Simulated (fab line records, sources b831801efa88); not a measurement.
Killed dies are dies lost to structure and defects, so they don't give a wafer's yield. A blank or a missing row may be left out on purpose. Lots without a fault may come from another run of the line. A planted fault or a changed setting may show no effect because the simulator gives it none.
A struck lot beside a sound one | flow sky130 | 15 steps out of a route of 708
Sound: wafers L792.2, L792.3, L792.4. Struck: wafers L799.3, L799.5, L799.6. The cause comes at the end.
At each step with rows: each side's tool, then ch and its chambers, then its first start. Under that, the readings that differ: sound wafers | struck wafers | difference of the means | sigmas: that difference in standard deviations of wafers without a fault.
alike: readings whose means differ by less than 2 such deviations, and words and numbers that are the same on both sides. not compared: withheld readings, readings that some wafer has no value for, bounds like >300 that may hide the same value, and numbers for which the record gives no deviation and whose values overlap.
The two part at a step that has a row with sigmas, a row that says differs or no value, or rows on one side only. Numbers that don't overlap but have no deviation are shown without sigmas and don't part them. A reading that every wafer of one side lacks parts them only if that side has two wafers or more.

first, 5 steps without rows for these wafers: SKY_LI_CONTACT_COAT_07 (resist thk 450 nm); SKY_LI_CONTACT_SOFTBAKE_08 (time 90 s); SKY_LI_CONTACT_EXPOSE_09 (exposes mask LICM1, target cd 170 nm); SKY_LI_CONTACT_PEB_10; SKY_LI_CONTACT_DEVELOP_11 (develop time 60 s).
SKY_LI_CONTACT_CD_MEAS_12: target cd 170 nm.
  sound on cd_sem-02, day 31 10:32; struck on cd_sem-01, day 33 11:57
  alike: cd_nm
SKY_LI_CONTACT_OVL_MEAS_13:
  sound on overlay-01, day 31 10:39; struck on overlay-01, day 33 12:02
  alike: LI_CONTACT_OVL
SKY_LI_CONTACT_ETCH_14: etches BARC in N2/H2, stops on SiO2, time 45.9 s, target depth 60 nm.
  sound on rie_diel-04 ch 0,2,3, day 31 10:41; struck on rie_diel-04 ch 2,3, day 33 12:04
  alike: drypump_motor_current_A, oes_product_au, rf_fwd_power_W, throttle_valve_pct
  not compared: rf_hours_counter_h
SKY_LI_CONTACT_ETCH_15: etches PSG in C4F8/O2/Ar, stops on Si, target depth 600 nm.
  sound on rie_diel-04 ch 0,2,3, day 31 10:43; struck on rie_diel-04 ch 2,3, day 33 12:07
  alike: oes_product_au, rf_fwd_power_W
SKY_LI_CONTACT_STRIP_16: strips in O2/N2.
  sound on plasma_asher-02 ch 0,1, day 31 10:48; struck on plasma_asher-01 ch 0,1, day 33 12:14
  reading                     | sound       | struck      | difference | sigmas
  drypump_motor_current_A (A) | 6.2 6.1 5.9 | 5.1 5.1 5.1 | -1.0       | -2
  alike: oes_product_au, strip_time_to_endpoint_s
  not compared: rf_hours_counter_h
then, 2 steps without rows for these wafers: SKY_LI_CONTACT_CLEAN_17 (cleans in NMP, time 600 s); SKY_LI_CONTACT_PRE_CLEAN_18 (time 5.6 s).
SKY_LI_CONTACT_SPUTTER_19: material Ti, target thk 20 nm, time 106.37 s.
  sound on pvd_sputter-03, day 31 11:06; struck on pvd_sputter-01, day 33 12:29
  reading                                       | sound             | struck            | difference | sigmas
  model.Ti_of_LI_CONTACT_SPUTTER_19.thk_nm (nm) | 20.18 20.47 20.19 | 28.38 28.34 28.56 | +8.15      |
  alike: cathode_dc_power_W, throttle_valve_pct
SKY_LI_CONTACT_SPUTTER_20: material TiN, target thk 20 nm, time 80 s.
  sound on pvd_sputter-03, day 31 11:10; struck on pvd_sputter-01, day 33 12:34
  alike: cathode_dc_power_W, throttle_valve_pct
-- the record jumps here: 15 days lie between the struck wafers' starts before and after (it left off in module LI_CONTACT and takes up again in module PAD_OPEN, whose first step shown is number 708 of the route) --
SKY_PAD_OPEN_PROBE_99:
  sound on prober-02, day 47 13:26; struck on prober-01, day 48 21:02
  alike: killed_at_M0_to_M3, killed_at_M4_up, killed_at_contacts, killed_at_front_end, killed_at_other, killed_dies, killed_open, killed_short

WHERE THEY PART
Only at SKY_LI_CONTACT_STRIP_16, within this record. Later steps at which nothing parts them and some readings are alike: SKY_LI_CONTACT_SPUTTER_19, SKY_LI_CONTACT_SPUTTER_20, SKY_PAD_OPEN_PROBE_99.

WHY: what the simulator had put in
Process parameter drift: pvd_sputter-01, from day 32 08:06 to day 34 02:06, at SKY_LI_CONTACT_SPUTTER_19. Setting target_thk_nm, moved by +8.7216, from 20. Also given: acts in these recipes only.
